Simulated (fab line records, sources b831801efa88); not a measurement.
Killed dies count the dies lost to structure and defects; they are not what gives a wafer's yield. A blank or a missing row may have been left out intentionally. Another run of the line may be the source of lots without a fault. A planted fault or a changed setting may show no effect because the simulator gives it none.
A struck lot beside a sound one    flow sky130    16 out of 708 route steps
Sound: these wafers, L846.2, L846.3, L846.4. Struck: wafers L857.1, L857.6. (L857.4 of the same lot was not struck and is left out.) The cause comes at the end.
Each step with rows lists, per side, the tool, then ch with its chambers, then its first start. Under that, the readings that differ: sound wafers    struck wafers    difference of the means    sigmas: that difference in standard deviations of wafers without a fault.
alike: same words and numbers on both sides, and readings whose means sit less than 2 such deviations apart. not compared: any withheld reading, any reading some wafer has no value for, any bound like >300 that may hide the same value, and any number with overlapping values for which the record gives no deviation.
A row with sigmas, a row that says differs or no value, or rows on one side alone: a step with any of these is where the two part. When numbers do not overlap yet have no deviation, they are printed without sigmas and do not part them. A reading missing from all wafers of one side parts the sides only when that side holds two or more wafers.

first, 2 steps without rows for these wafers: SKY_VT_ADJUST_PCH_PEB_05; SKY_VT_ADJUST_PCH_DEVELOP_06 (develop time 60 s).
SKY_VT_ADJUST_PCH_OVL_MEAS_07:
  sound: overlay-01 at day 11 08:46; struck: overlay-01 at day 14 20:52
  alike: VT_ADJUST_PCH_OVL
following that, these wafers have no rows for 1 step: SKY_VT_ADJUST_PCH_IMPLANT_08.
SKY_VT_ADJUST_PCH_STRIP_09: strips in O2/N2.
  sound on plasma-asher-01 ch 0,1, day 11 08:56; struck on plasma-asher-04 ch 0,1, day 14 21:03
  alike: chamber-pressure-mTorr, drypump-motor-current-A, n2-flow-sccm, oes-product-au, strip-time-to-endpoint-s
  not compared: rf-hours-counter-h
SKY_VT_ADJUST_PCH_TW_MEAS_10:
  sound: film-metro-02 at day 11 09:03; struck: film-metro-02 at day 14 21:09
  alike: VT_ADJUST_PCH_TW
then, 6 steps without rows for these wafers: SKY_SONOS_TUNNEL_DEHYDRATE_00 (time 60 s); SKY_SONOS_TUNNEL_HMDS_01 (prime time 60 s); SKY_SONOS_TUNNEL_COAT_02 (resist thk 1140 nm); SKY_SONOS_TUNNEL_SOFTBAKE_03 (time 60 s); SKY_SONOS_TUNNEL_EXPOSE_04 (exposes mask TUNM, target cd 410 nm); SKY_SONOS_TUNNEL_PEB_05.
SKY_SONOS_TUNNEL_DEVELOP_06: develop time 60 s.
  sound on litho-track-03 ch 0, day 12 08:22; struck on litho-track-03 ch 0, day 16 00:35
SKY_SONOS_TUNNEL_CD_MEAS_07 targets a cd of 410 nm.
  sound: cd-sem-02 at day 12 08:31; struck: cd-sem-02 at day 16 00:44
reading     sound              struck       difference  sigmas
cd-nm (nm)  407.9 406.9 403.8  429.7 429.4  +23.3       +11
SKY_SONOS_TUNNEL_OVL_MEAS_08:
  sound: overlay-01 at day 12 08:37; struck: overlay-02 at day 16 00:52
  alike: SONOS_TUNNEL_OVL
-- record jumps: 34 days separate the struck wafers' starts on either side; left off in module SONOS_TUNNEL, taken up again in module PAD_OPEN, whose first shown step is the route's number 708 --
SKY_PAD_OPEN_PROBE_99:
  sound: prober-01 at day 47 10:48; struck: prober-01 at day 50 01:50
  alike: killed_at_M0_to_M3, killed_at_M4_up, killed-at-contacts, killed-at-front-end, killed-at-other, killed-dies, killed-open, killed-short

## WHERE THEY PART
SKY_SONOS_TUNNEL_CD_MEAS_07 only, going by this record. Later steps at which nothing parts them and some readings are alike: SKY_SONOS_TUNNEL_OVL_MEAS_08, SKY_PAD_OPEN_PROBE_99.

WHY: whatever the simulator had introduced
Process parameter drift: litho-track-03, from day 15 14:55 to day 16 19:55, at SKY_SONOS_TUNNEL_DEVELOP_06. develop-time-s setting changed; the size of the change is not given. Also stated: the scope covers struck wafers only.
